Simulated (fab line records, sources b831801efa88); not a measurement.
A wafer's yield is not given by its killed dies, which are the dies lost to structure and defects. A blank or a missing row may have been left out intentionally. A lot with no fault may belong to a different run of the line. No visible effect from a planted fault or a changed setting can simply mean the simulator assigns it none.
Chamber matching + flow gf180mcu + hdpcvd-02 running GF_V3_CVD_00: 3 sister chambers
The step deposits SiO2, target thk 600 nm, time 100 s. 14 wafers are shown with their chamber, then 7 later ones without.

EACH WAFER AND ITS CHAMBER
| wafer  | chamber | sih4 flow sccm (sccm) |
|--------|---------|-----------------------|
| L689.1 | 1       | 60.32                 |
| L689.5 | 0       | 60.01                 |
| L689.6 | 2       | 59.73                 |
| L691.2 | 0       | 60.21                 |
| L691.3 | 2       | 59.91                 |
| L691.5 | 2       | 60.17                 |
| L692.3 | 0       | 59.81                 |
| L692.5 | 1       | 59.86                 |
| L692.6 | 2       | 59.90                 |
| L693.2 | 2       | 60.23                 |
| L693.3 | 1       | 59.92                 |
| L693.4 | 2       | 60.18                 |
| L694.2 | 1       | 59.88                 |
| L694.4 | 1       | 59.76                 |

SIGNATURES (averages over the wafers above)
| reading        | chamber 0 | chamber 1 | chamber 2 | scatter within a chamber |
|----------------|-----------|-----------|-----------|--------------------------|
| sih4 flow sccm | 60.0100   | 59.9480   | 60.0200   | 0.207                    |
Rule: a wafer's distance from a chamber is the root of the sum, over the readings, of the square of ((its reading less the chamber's mean) divided by the reading's scatter). If the next closest chamber is less than 2 further off than the closest, the wafer can't be placed; otherwise it belongs to the closest. How the scatter is found: for the shown wafers, subtract from each reading the mean of its chamber, square and add these, divide the total by (wafers less chambers), then take the root.

WAFERS WITH NO CHAMBER GIVEN
| wafer  | sih4 flow sccm (sccm) |
|--------|-----------------------|
| L694.5 | 59.89                 |
| L698.1 | 59.96                 |
| L698.3 | 59.84                 |
| L698.6 | 59.97                 |
| L710.2 | 60.31                 |
| L710.3 | 59.81                 |
| L710.5 | 60.11                 |

WHICH CHAMBER EACH ONE RAN IN
| wafer  | from the rows above          | in truth |
|--------|------------------------------|----------|
| L694.5 | can't be placed: 1 or 0 or 2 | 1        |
| L698.1 | can't be placed: 1 or 0 or 2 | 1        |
| L698.3 | can't be placed: 1 or 0 or 2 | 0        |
| L698.6 | can't be placed: 1 or 0 or 2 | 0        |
| L710.2 | can't be placed: 2 or 0 or 1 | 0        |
| L710.3 | can't be placed: 1 or 0 or 2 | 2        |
| L710.5 | can't be placed: 2 or 0 or 1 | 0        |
0 of 7 placed correctly. These rows do not allow placing 7 (true chamber among the candidates in 7). Number placed wrongly: 0.
